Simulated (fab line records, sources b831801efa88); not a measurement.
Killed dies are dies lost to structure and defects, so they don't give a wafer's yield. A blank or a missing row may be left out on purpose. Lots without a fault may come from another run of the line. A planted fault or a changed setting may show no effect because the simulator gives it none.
Which tool did it? | flow gf180mcu | 13 lots, 39 wafers sampled, at 4 steps of a route of 602

WHAT THE GAUGES READ, wafer by wafer
GF_V2_THK_MEAS_25: measures by xrf.
lot  | measured     | on            | V2_W_THK (nm)
L348 | day 20 17:46 | film_metro-03 | 361 362 361
L350 | day 21 17:58 | film_metro-04 | 363 361 369
L351 | day 22 00:53 | film_metro-01 | 355 361 354
L352 | day 22 12:56 | film_metro-01 | 350 353 354
L353 | day 22 21:35 | film_metro-04 | 355 358 364
L354 | day 23 09:19 | film_metro-04 | 366 371 364
L355 | day 23 15:40 | film_metro-01 | 363 357 361
L356 | day 24 05:01 | film_metro-04 | 363 361 361
L364 | day 26 16:20 | film_metro-04 | 364 365 363
L365 | day 26 20:56 | film_metro-04 | 359 361 355
L366 | day 27 02:16 | film_metro-03 | 357 348 352
L367 | day 27 10:57 | film_metro-01 | 353 359 359
L369 | day 28 00:04 | film_metro-03 | 360 355 361

GF_V5_THK_MEAS_25: measures by xrf.
lot  | measured     | on            | V5_W_THK (nm)
L348 | day 27 14:04 | film_metro-04 | 357 358 358
L350 | day 28 10:59 | film_metro-02 | 362 364 362
L351 | day 28 16:37 | film_metro-04 | 359 355 359
L352 | day 29 03:07 | film_metro-01 | 364 351 355
L353 | day 29 09:55 | film_metro-02 | 356 355 354
L354 | day 29 17:40 | film_metro-02 | 353 354 349
L355 | day 30 02:12 | film_metro-01 | 360 354 360
L356 | day 30 10:44 | film_metro-02 | 360 360 355
L364 | day 32 13:42 | film_metro-01 | 349 349 349
L365 | day 32 17:17 | film_metro-01 | 359 359 357
L366 | day 32 20:11 | film_metro-04 | 355 356 354
L367 | day 33 04:04 | film_metro-01 | 346 345 347
L369 | day 33 12:46 | film_metro-02 | 364 362 363

WHICH TOOL RAN EACH LOT (tool, then ch and the chambers of the sampled wafers, then the start)
lot  | GF_V3_SPUTTER_21             | GF_V4_ETCH_17
L348 | pvd_sputter-03, day 22 20:34 | rie_diel-02 ch 1,2,3, day 24 19:00
L350 | pvd_sputter-02, day 23 19:29 | rie_diel-03 ch 0,1, day 25 16:00
L351 | pvd_sputter-01, day 24 01:49 | rie_diel-02 ch 1,2,3, day 25 23:00
L352 | pvd_sputter-01, day 24 13:08 | rie_diel-02 ch 0,2,3, day 26 10:00
L353 | pvd_sputter-03, day 24 21:40 | rie_diel-04 ch 0,2,3, day 26 17:00
L354 | pvd_sputter-02, day 25 07:10 | rie_diel-03 ch 0,3, day 27 02:00
L355 | pvd_sputter-02, day 25 14:58 | rie_diel-02 ch 0,1,3, day 27 11:00
L356 | pvd_sputter-03, day 26 03:38 | rie_diel-02 ch 1,2,3, day 27 21:00
L364 | pvd_sputter-03, day 28 11:33 | rie_diel-02 ch 1,2,3, day 30 03:00
L365 | pvd_sputter-02, day 28 15:49 | rie_diel-02 ch 1,2,3, day 30 08:00
L366 | pvd_sputter-03, day 28 19:18 | rie_diel-03 ch 1,2, day 30 11:00
L367 | pvd_sputter-01, day 29 04:19 | rie_diel-03 ch 2,3, day 30 20:00
L369 | pvd_sputter-02, day 29 17:31 | rie_diel-03 ch 0,1,2, day 31 07:00
- GF_V3_SPUTTER_21: material Ti, target thk 15 nm, time 80.02 s.
- GF_V4_ETCH_17: etches SiO2 in C4F8/O2/Ar, stops on TiN, target depth 630 nm.

WHAT THE TOOLS THEMSELVES READ (means of the sampled wafers that have a number; where no wafer has one, the mark that the record gives instead)
GF_V3_SPUTTER_21.
lot  | tool           | throttle_valve_pct (%)
L348 | pvd_sputter-03 | 31.6
L350 | pvd_sputter-02 | 29.9
L351 | pvd_sputter-01 | 29.5
L352 | pvd_sputter-01 | 30.3
L353 | pvd_sputter-03 | 30.4
L354 | pvd_sputter-02 | 29.8
L355 | pvd_sputter-02 | 29.9
L356 | pvd_sputter-03 | 30.4
L364 | pvd_sputter-03 | 30.7
L365 | pvd_sputter-02 | 29.7
L366 | pvd_sputter-03 | 30.7
L367 | pvd_sputter-01 | 30.2
L369 | pvd_sputter-02 | 30.4

GF_V4_ETCH_17.
lot  | tool        | bias_w (W) | oes_product_au (a.u.)
L348 | rie_diel-02 | 1202       | 0.854
L350 | rie_diel-03 | 1202       | 0.857
L351 | rie_diel-02 | 1202       | 0.849
L352 | rie_diel-02 | 1204       | 0.853
L353 | rie_diel-04 | 1199       | 0.860
L354 | rie_diel-03 | 1206       | 0.852
L355 | rie_diel-02 | 1159       | 0.858
L356 | rie_diel-02 | 1160       | 0.855
L364 | rie_diel-02 | 1200       | 0.861
L365 | rie_diel-02 | 1200       | 0.858
L366 | rie_diel-03 | 1201       | 0.853
L367 | rie_diel-03 | 1198       | 0.855
L369 | rie_diel-03 | 1197       | 0.855

THE ANSWER, worked out from the rows above alone
Rule: what is usual is taken from the lots themselves. Put in order of their means at a reading, lots are off if they are a third of the lots or fewer, leave a main group of 4 or more, and stand apart from it by a gap of 3 or more times the standard deviation of the main group's means; of several such gaps the widest counts. A main group whose means are all the same, to the digits that the tables above print for the reading, isn't used. A lot without any number at a reading at which 4 lots or more have one is off too. The other lots that the step has rows for count as sound. The gauges are gone through in route order, then the tools' own readings, and for those a lot's mean is taken as printed above. The first step at which some lot is off is used, and at that step the reading that is off furthest; a lot without a number counts as furthest.
Off: L355, L356, at GF_V4_ETCH_17 (bias_w). The main group: mean 1201 W, standard deviation 2.5.
A tool fits if, at that step or a process step before it, it ran every lot that is off, and no sound lot after the first of them. None of those tried fits.

WHAT THE SIMULATOR HAD PUT IN
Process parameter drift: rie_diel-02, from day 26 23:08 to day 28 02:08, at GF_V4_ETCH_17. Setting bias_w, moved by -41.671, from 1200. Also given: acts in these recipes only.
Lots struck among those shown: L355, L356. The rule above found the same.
